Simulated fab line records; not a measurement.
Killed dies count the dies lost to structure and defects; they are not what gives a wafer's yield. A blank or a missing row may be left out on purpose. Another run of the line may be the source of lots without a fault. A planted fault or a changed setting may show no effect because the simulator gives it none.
Comparing a struck lot with a sound one    flow gf180mcu    29 steps out of a route of 602
Sound: these wafers, L677.2, L677.3, L677.6. Struck: wafer L689.6. (L689.3, L689.5 of the same lot were not struck and are left out.) The cause comes at the end.
Each step with rows lists, per side, the tool, then ch with its chambers, then its first start. Under that, the readings that differ: sound wafers    struck wafers    difference of the means    sigmas: that difference in standard deviations of wafers without a fault.
alike: a reading whose means differ by less than 2 such deviations, as well as words and numbers matching on both sides. not compared: withheld readings; readings where some wafer has no value; bounds like >300 that might hide an equal value; numbers whose values overlap and for which the record gives no deviation.
Wherever a step has rows on one side only, a row that says differs or no value, or a row with sigmas, the two part there. When numbers do not overlap yet have no deviation, they are printed without sigmas and do not part them. A reading that every wafer of one side lacks parts them only if that side has two wafers or more.

first, 2 steps without rows for these wafers: GF_V5_STRIP_19 (strips in post etch residue remover, time 1200 s); GF_V5_CLEAN_20 (cleans in DIW).
GF_V5_SPUTTER_21: material Ti, target thk 15 nm, time 80.02 s.
  sound on pvdSputter-01 at day 28 08:58; struck on pvdSputter-01 at day 31 15:16
  alike: throttleValvePct
GF_V5_SPUTTER_22: material TiN, target thk 10 nm, time 40 s.
  sound on pvdSputter-01 at day 28 09:02; struck on pvdSputter-01 at day 31 15:19
  alike: throttleValvePct
GF_V5_CVD_23: deposits W, target thk 350 nm, time 104.9 s.
  sound on cvdW-02 ch 0, day 28 09:06; struck on cvdW-01 ch 1, day 31 15:23
reading           sound        struck  difference  sigmas
heaterPowerW (W)  837 817 834  922     +93         +2
  alike: susceptorTempC
GF_V5_RS_MEAS_24: a four-point-probe measurement.
  sound on filmMetro-04 at day 28 09:19; struck on filmMetro-01 at day 31 15:31
  alike: V5_W_RS
GF_V5_THK_MEAS_25: measures by xrf.
  sound on filmMetro-04 at day 28 09:25; struck on filmMetro-01 at day 31 15:37
  alike: V5_W_THK
GF_V5_CMP_26: polishes, stops on SiO2, t overpolish 15 s, target thk 0 nm.
  sound on cmp-01 ch 0,1,3, day 28 09:34; struck on cmp-02 ch 0, day 31 15:39
  alike: motorCurrentA, overpolishRunS, timeToEndpointS
then, 4 steps without rows for these wafers: GF_TOP_METAL_SPUTTER_00 (material Ti, target thk 37.5 nm, time 150 s); GF_TOP_METAL_SPUTTER_01 (material TiN, target thk 30 nm, time 25 s); GF_TOP_METAL_SPUTTER_02 (material AlCu, target thk 900 nm, time 47.82 s); GF_TOP_METAL_SPUTTER_03 (material Ti, target thk 5 nm, time 3.3 s).
GF_TOP_METAL_SPUTTER_04: material TiN, target thk 25 nm, time 20.8 s.
  sound on pvdSputter-02 at day 28 09:58; struck on pvdSputter-02 at day 31 16:08
reading                                       sound              struck  difference  sigmas
model.TiN_of_TOP_METAL_SPUTTER_04.thkNm (nm)  25.43 25.74 25.66  29.18   +3.57       
  alike: throttleValvePct
GF_TOP_METAL_RS_MEAS_05: a four-point-probe measurement.
  sound on filmMetro-04 at day 28 10:01; struck on filmMetro-01 at day 31 16:13
  alike: TOP_METAL_ALCU_RS
GF_TOP_METAL_THK_MEAS_06: measures by xrf.
  sound on filmMetro-04 at day 28 10:07; struck on filmMetro-01 at day 31 16:19
  alike: TOP_METAL_ALCU_THK
then, 7 steps without rows for these wafers: GF_TOP_METAL_DEHYDRATE_07 (time 60 s); GF_TOP_METAL_HMDS_08 (prime time 60 s); GF_TOP_METAL_COAT_09 (resist thk 1500 nm); GF_TOP_METAL_SOFTBAKE_10 (time 60 s); GF_TOP_METAL_EXPOSE_11 (exposes mask MetalTop, target cd 440 nm); GF_TOP_METAL_PEB_12; GF_TOP_METAL_DEVELOP_13 (develop time 60 s).
GF_TOP_METAL_CD_MEAS_14 targets a cd of 440 nm.
  sound on cdSem-01 at day 29 05:07; struck on cdSem-01 at day 32 09:13
  alike: cdNm
GF_TOP_METAL_OVL_MEAS_15:
  sound on overlay-01 at day 29 05:14; struck on overlay-01 at day 32 09:18
  alike: TOP_METAL_OVL
GF_TOP_METAL_METAL_ETCH_16: etches the open film in Cl2/BCl3, stops on SiO2, target depth 1077.5 nm, time 179.6 s.
  sound on rieMetal-02 ch 1, day 29 05:16; struck on rieMetal-04 ch 1, day 32 09:23
  alike: drypumpMotorCurrentA, oesProductAu, throttleValvePct
  not compared: rfHoursCounterH
then, 1 step without rows for these wafers: GF_TOP_METAL_STRIP_17 (strips in O2/N2).
GF_TOP_METAL_STRIP_18: strips in post etch residue remover, time 1200 s.
  sound on wetBench-04 ch 0, day 29 05:32; struck on wetBench-03 ch 2, day 32 09:36
reading                                       sound           struck  difference  sigmas
model.TiN_of_TOP_METAL_SPUTTER_04.thkNm (nm)  25 25.31 25.23  28.76   +3.58       
then, 1 step without rows for these wafers: GF_TOP_METAL_CLEAN_19 (cleans in DIW).
GF_PASSIVATION_PROBE_99:
  the record holds rows for the sound wafers here (prober-01, day 30 03:23) but none for the struck ones

WHERE THEY PART
At GF_V5_CVD_23 first; at GF_PASSIVATION_PROBE_99 last (within this record only).

WHY: the cause the simulator had injected
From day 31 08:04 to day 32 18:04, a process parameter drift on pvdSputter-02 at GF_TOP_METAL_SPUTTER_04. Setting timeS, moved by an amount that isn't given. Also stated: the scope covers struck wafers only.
